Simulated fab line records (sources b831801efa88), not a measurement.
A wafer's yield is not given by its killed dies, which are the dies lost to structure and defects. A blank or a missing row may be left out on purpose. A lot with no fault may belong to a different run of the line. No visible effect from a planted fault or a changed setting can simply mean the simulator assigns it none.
A struck lot beside a sound one | flow sky130 | 15 steps out of a route of 708
Sound: these wafers, L627.2, L627.3, L627.6. Wafers struck: L613.3, L613.5, L613.6. The cause comes at the end.
Per side, at each step with rows, come the tool, then ch with its chambers, and then its first start. Under that, the readings that differ: sound wafers | struck wafers | difference of the means | sigmas: that difference in standard deviations of wafers without a fault.
alike: readings whose means differ by less than 2 such deviations, and words and numbers that are the same on both sides. not compared: withheld readings, readings that some wafer has no value for, bounds like >300 that may hide the same value, and numbers for which the record gives no deviation and whose values overlap.
A row with sigmas, a row that says differs or no value, or rows on one side alone: a step with any of these is where the two part. Numbers that don't overlap but have no deviation are shown without sigmas and don't part them. A reading missing from all wafers of one side parts the sides only when that side holds two or more wafers.

first, 8 steps without rows for these wafers: SKY_LOCAL_INTERCONNECT_DEHYDRATE_03 (time 60 s); SKY_LOCAL_INTERCONNECT_HMDS_04 (prime time 60 s); SKY_LOCAL_INTERCONNECT_COAT_05 (resist thk 60 nm); SKY_LOCAL_INTERCONNECT_COAT_06 (resist thk 450 nm); SKY_LOCAL_INTERCONNECT_SOFTBAKE_07 (time 90 s); SKY_LOCAL_INTERCONNECT_EXPOSE_08 (exposes mask LI1M, target cd 170 nm); SKY_LOCAL_INTERCONNECT_PEB_09; SKY_LOCAL_INTERCONNECT_DEVELOP_10 (develop time 60 s).
SKY_LOCAL_INTERCONNECT_CD_MEAS_11 targets a cd of 170 nm.
  sound on cd_sem-01 at day 37 00:08; struck on cd_sem-01 at day 33 20:59
  alike: cd_nm
SKY_LOCAL_INTERCONNECT_OVL_MEAS_12:
  sound on overlay-02 at day 37 00:14; struck on overlay-02 at day 33 21:04
  alike: LOCAL_INTERCONNECT_OVL
SKY_LOCAL_INTERCONNECT_ETCH_13: etches BARC in N2/H2, stops on SiO2, time 45.9 s, target depth 60 nm.
  sound on rie_metal-03 ch 0,1, day 37 00:16; struck on rie_metal-03 ch 0, day 33 21:08
  alike: drypump_motor_current_A, he_backside_leak_sccm, oes_product_au, throttle_valve_pct
  not compared: rf_hours_counter_h
SKY_LOCAL_INTERCONNECT_METAL_ETCH_14: etches TiN in Cl2/BCl3, stops on PSG, target depth 110 nm, time 31.4 s.
  sound on rie_metal-03 ch 0,1, day 37 00:20; struck on rie_metal-03 ch 0, day 33 21:16
  alike: drypump_motor_current_A, he_backside_leak_sccm, oes_product_au, throttle_valve_pct
  not compared: rf_hours_counter_h
SKY_LOCAL_INTERCONNECT_STRIP_15: strips in O2/N2.
  sound on plasma_asher-04 ch 0,1, day 37 00:23; struck on plasma_asher-01 ch 0,1, day 33 21:22
  no value came back on the struck wafers for chamber_pressure_mTorr (mTorr), drypump_motor_current_A (A), oes_product_au (a.u.), strip_time_to_endpoint_s (s); on the sound wafers chamber_pressure_mTorr (mTorr) reads 1502.1 1498.8 1500.8
  reading                                                   | sound | struck            | difference | sigmas
  model.KrF-thick_of_LOCAL_INTERCONNECT_COAT_06.thk_nm (nm) | 0 0 0 | 350.1 350.3 350.8 | +350.4     |
  not compared: rf_hours_counter_h
then, 1 step without rows for these wafers: SKY_LOCAL_INTERCONNECT_STRIP_16 (strips in post etch residue remover, time 1200 s).
-- record jumps: 15 days separate the struck wafers' starts on either side; left off in module LOCAL_INTERCONNECT, taken up again in module PAD_OPEN, whose first shown step is the route's number 708 --
SKY_PAD_OPEN_PROBE_99:
  sound on prober-02 at day 50 13:34; struck on prober-02 at day 48 10:04
  reading            | sound    | struck      | difference | sigmas
  killed_at_contacts | 25 17 26 | 439 435 431 | +412       | +78
  killed_dies        | 78 89 97 | 492 492 492 | +404       | +44
  killed_on_rim      | 18 19 15 | 96 96 96    | +79        | +22
  alike: killed_at_M0_to_M3, killed_at_M4_up, killed_at_front_end, killed_at_other, killed_open, killed_short

== WHERE THEY PART ==
Last at SKY_PAD_OPEN_PROBE_99 as far as this record goes, first at SKY_LOCAL_INTERCONNECT_STRIP_15.

WHY: what the simulator had put in
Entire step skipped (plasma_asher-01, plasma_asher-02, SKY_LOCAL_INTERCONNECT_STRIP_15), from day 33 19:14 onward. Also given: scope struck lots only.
